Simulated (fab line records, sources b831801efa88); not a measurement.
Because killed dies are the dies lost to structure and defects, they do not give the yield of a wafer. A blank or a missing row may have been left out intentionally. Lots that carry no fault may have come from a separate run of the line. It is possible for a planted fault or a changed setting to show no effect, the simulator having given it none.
What tool caused it? / flow gf180mcu / 13 lots, 38 wafers sampled, at 4 steps of a route of 602

== WHAT THE GAUGES READ, wafer by wafer ==
GF_TOP_METAL_THK_MEAS_06: measures by xrf. Usual: TOP_METAL_ALCU_THK typically reads 874 nm, with standard deviation 10.
lot=L781; measured=day 27 03:35; on=film-metro-02; TOP_METAL_ALCU_THK (nm)=881 878 880; flag=
lot=L783; measured=day 27 22:34; on=film-metro-02; TOP_METAL_ALCU_THK (nm)=868 869 873; flag=
lot=L784; measured=day 28 11:30; on=film-metro-01; TOP_METAL_ALCU_THK (nm)=875 870 884; flag=
lot=L785; measured=day 28 17:59; on=film-metro-01; TOP_METAL_ALCU_THK (nm)=862 863 871; flag=
lot=L786; measured=day 29 00:15; on=film-metro-04; TOP_METAL_ALCU_THK (nm)=866 873 864; flag=
lot=L787; measured=day 29 04:30; on=film-metro-01; TOP_METAL_ALCU_THK (nm)=878 875 885; flag=
lot=L788; measured=day 29 11:41; on=film-metro-01; TOP_METAL_ALCU_THK (nm)=874 871 877; flag=
lot=L789; measured=day 29 21:20; on=film-metro-02; TOP_METAL_ALCU_THK (nm)=878 898 879; flag=
lot=L790; measured=day 30 04:51; on=film-metro-04; TOP_METAL_ALCU_THK (nm)=881 887 878; flag=
lot=L791; measured=day 30 11:46; on=film-metro-01; TOP_METAL_ALCU_THK (nm)=885 873 868; flag=
lot=L801; measured=day 33 02:29; on=film-metro-01; TOP_METAL_ALCU_THK (nm)=878 886; flag=
lot=L802; measured=day 33 11:32; on=film-metro-02; TOP_METAL_ALCU_THK (nm)=878 873 881; flag=
lot=L804; measured=day 33 12:34; on=film-metro-02; TOP_METAL_ALCU_THK (nm)=868 867 867; flag=

GF_TOP_METAL_OVL_MEAS_15. Usual: TOP_METAL_OVL typically reads 0.5 nm, with standard deviation 1.6.
lot=L781; measured=day 27 23:38; on=overlay-02; TOP_METAL_OVL (nm)=0.8 3.6 2.8; flag=
lot=L783; measured=day 28 17:59; on=overlay-01; TOP_METAL_OVL (nm)=-0.5 0.4 -0.3; flag=
lot=L784; measured=day 29 06:35; on=overlay-01; TOP_METAL_OVL (nm)=1.7 0.5 1.7; flag=
lot=L785; measured=day 29 12:43; on=overlay-02; TOP_METAL_OVL (nm)=3.9 3.1 0.1; flag=
lot=L786; measured=day 29 18:47; on=overlay-01; TOP_METAL_OVL (nm)=-1.0 0.0 -0.5; flag=
lot=L787; measured=day 29 23:29; on=overlay-01; TOP_METAL_OVL (nm)=-1.3 0.0 -0.8; flag=
lot=L788; measured=day 30 05:42; on=overlay-02; TOP_METAL_OVL (nm)=1.2 4.1 2.1; flag=
lot=L789; measured=day 30 15:18; on=overlay-02; TOP_METAL_OVL (nm)=-0.3 -1.0 -1.2; flag=
lot=L790; measured=day 30 23:13; on=overlay-01; TOP_METAL_OVL (nm)=-1.6 0.4 -0.8; flag=
lot=L791; measured=day 31 05:20; on=overlay-02; TOP_METAL_OVL (nm)=-1.1 1.5 -0.3; flag=
lot=L801; measured=day 33 17:39; on=overlay-01; TOP_METAL_OVL (nm)=-0.9 -0.1; flag=
lot=L802; measured=day 34 03:05; on=overlay-02; TOP_METAL_OVL (nm)=-0.2 1.0 -0.7; flag=
lot=L804; measured=day 34 03:48; on=overlay-01; TOP_METAL_OVL (nm)=2.0 3.4 0.9; flag=

== EACH LOT AND THE TOOL THAT RAN IT (in order: tool; ch and the chambers of the sampled wafers; start) ==
lot=L781; GF_TOP_METAL_SPUTTER_01=pvd-sputter-02, day 27 03:19; GF_TOP_METAL_SOFTBAKE_10=litho-track-01 ch 0, day 27 13:47
lot=L783; GF_TOP_METAL_SPUTTER_01=pvd-sputter-01, day 27 22:20; GF_TOP_METAL_SOFTBAKE_10=litho-track-02 ch 0, day 28 08:00
lot=L784; GF_TOP_METAL_SPUTTER_01=pvd-sputter-01, day 28 11:16; GF_TOP_METAL_SOFTBAKE_10=litho-track-04 ch 0, day 28 21:16
lot=L785; GF_TOP_METAL_SPUTTER_01=pvd-sputter-01, day 28 17:44; GF_TOP_METAL_SOFTBAKE_10=litho-track-02 ch 0, day 29 03:06
lot=L786; GF_TOP_METAL_SPUTTER_01=pvd-sputter-03, day 29 00:01; GF_TOP_METAL_SOFTBAKE_10=litho-track-02 ch 0, day 29 09:15
lot=L787; GF_TOP_METAL_SPUTTER_01=pvd-sputter-03, day 29 04:15; GF_TOP_METAL_SOFTBAKE_10=litho-track-01 ch 0, day 29 14:05
lot=L788; GF_TOP_METAL_SPUTTER_01=pvd-sputter-03, day 29 11:26; GF_TOP_METAL_SOFTBAKE_10=litho-track-04 ch 0, day 29 20:33
lot=L789; GF_TOP_METAL_SPUTTER_01=pvd-sputter-01, day 29 21:05; GF_TOP_METAL_SOFTBAKE_10=litho-track-01 ch 0, day 30 06:29
lot=L790; GF_TOP_METAL_SPUTTER_01=pvd-sputter-03, day 30 04:37; GF_TOP_METAL_SOFTBAKE_10=litho-track-01 ch 0, day 30 14:21
lot=L791; GF_TOP_METAL_SPUTTER_01=pvd-sputter-02, day 30 11:30; GF_TOP_METAL_SOFTBAKE_10=litho-track-01 ch 0, day 30 20:30
lot=L801; GF_TOP_METAL_SPUTTER_01=pvd-sputter-03, day 33 02:14; GF_TOP_METAL_SOFTBAKE_10=litho-track-01 ch 0, day 33 10:08
lot=L802; GF_TOP_METAL_SPUTTER_01=pvd-sputter-03, day 33 11:17; GF_TOP_METAL_SOFTBAKE_10=litho-track-04 ch 0, day 33 19:18
lot=L804; GF_TOP_METAL_SPUTTER_01=pvd-sputter-02, day 33 12:19; GF_TOP_METAL_SOFTBAKE_10=litho-track-04 ch 0, day 33 19:54
- GF_TOP_METAL_SPUTTER_01: material TiN, target thk 30 nm, time 25 s.
- GF_TOP_METAL_SOFTBAKE_10: time 60 s.

== WHAT THE TOOLS THEMSELVES READ (means of the sampled wafers that have a number; where no wafer has one, the mark that the record gives instead) ==
GF_TOP_METAL_SPUTTER_01. Usual: throttle-valve-pct 30.1 %, standard deviation 1.2.
lot=L781; tool=pvd-sputter-02; throttle-valve-pct (%)=29.7; flag=
lot=L783; tool=pvd-sputter-01; throttle-valve-pct (%)=29.4; flag=
lot=L784; tool=pvd-sputter-01; throttle-valve-pct (%)=28.8; flag=
lot=L785; tool=pvd-sputter-01; throttle-valve-pct (%)=29.7; flag=
lot=L786; tool=pvd-sputter-03; throttle-valve-pct (%)=30.9; flag=
lot=L787; tool=pvd-sputter-03; throttle-valve-pct (%)=30.5; flag=
lot=L788; tool=pvd-sputter-03; throttle-valve-pct (%)=30.7; flag=
lot=L789; tool=pvd-sputter-01; throttle-valve-pct (%)=28.8; flag=
lot=L790; tool=pvd-sputter-03; throttle-valve-pct (%)=30.9; flag=
lot=L791; tool=pvd-sputter-02; throttle-valve-pct (%)=29.7; flag=
lot=L801; tool=pvd-sputter-03; throttle-valve-pct (%)=30.8; flag=
lot=L802; tool=pvd-sputter-03; throttle-valve-pct (%)=31.2; flag=
lot=L804; tool=pvd-sputter-02; throttle-valve-pct (%)=29.6; flag=

GF_TOP_METAL_SOFTBAKE_10. Usual: heater-power-total-W 56.59 W, standard deviation 0.04; run-length-s 89.14 s, standard deviation 0.15.
lot=L781; tool=litho-track-01; heater-power-total-W (W)=56.59; run-length-s (s)=89.12; flag=
lot=L783; tool=litho-track-02; heater-power-total-W (W)=56.56; run-length-s (s)=89.24; flag=
lot=L784; tool=litho-track-04; heater-power-total-W (W)=56.60; run-length-s (s)=89.23; flag=
lot=L785; tool=litho-track-02; heater-power-total-W (W)=56.54; run-length-s (s)=89.16; flag=
lot=L786; tool=litho-track-02; heater-power-total-W (W)=56.55; run-length-s (s)=89.14; flag=
lot=L787; tool=litho-track-01; heater-power-total-W (W)=56.59; run-length-s (s)=89.09; flag=
lot=L788; tool=litho-track-04; heater-power-total-W (W)=56.60; run-length-s (s)=89.24; flag=
lot=L789; tool=litho-track-01; heater-power-total-W (W)=56.59; run-length-s (s)=89.09; flag=
lot=L790; tool=litho-track-01; heater-power-total-W (W)=56.61; run-length-s (s)=89.03; flag=
lot=L791; tool=litho-track-01; heater-power-total-W (W)=56.58; run-length-s (s)=89.09; flag=
lot=L801; tool=litho-track-01; heater-power-total-W (W)=58.47; run-length-s (s)=83.65; flag=OFF
lot=L802; tool=litho-track-04; heater-power-total-W (W)=56.59; run-length-s (s)=89.35; flag=
lot=L804; tool=litho-track-04; heater-power-total-W (W)=56.63; run-length-s (s)=89.38; flag=

== THE ANSWER, worked out from the rows above alone ==
Rule: lot off if the mean of its wafers having a number is beyond 3 standard deviations from the usual mean. Also off: a lot with no number at a reading for which 4 or more lots have one. Where the step has rows for the other lots, those lots are counted as sound. After the gauges, taken in route order, come the tools' own readings; for these a lot's mean is taken, as printed above. At the first step where some lot is off, the reading lying furthest off is the one used; lots without a number count as furthest.
Off: L801, at GF_TOP_METAL_SOFTBAKE_10 (heater-power-total-W).
A tool fits if, at that step or a process step before it, it ran every lot that is off, and no sound lot after the first of them. One fits: litho-track-01 at GF_TOP_METAL_SOFTBAKE_10. A fault onset in the window from L791 (day 30 20:30, its last sound lot) to L801 (day 33 10:08, its first lot off) fits.
The tool's own readings at GF_TOP_METAL_SOFTBAKE_10 bear it out: on the lots that are off they differ by more than 5 times the standard deviation of the sound lots' means. heater-power-total-W reads 58.47 W there against 56.59 W on the sound lots; run-length-s reads 83.65 s there against 89.18 s on the sound lots.

== WHAT THE SIMULATOR PUT IN ==
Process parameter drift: litho-track-01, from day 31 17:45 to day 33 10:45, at GF_TOP_METAL_SOFTBAKE_10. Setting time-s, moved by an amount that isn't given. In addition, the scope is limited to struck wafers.
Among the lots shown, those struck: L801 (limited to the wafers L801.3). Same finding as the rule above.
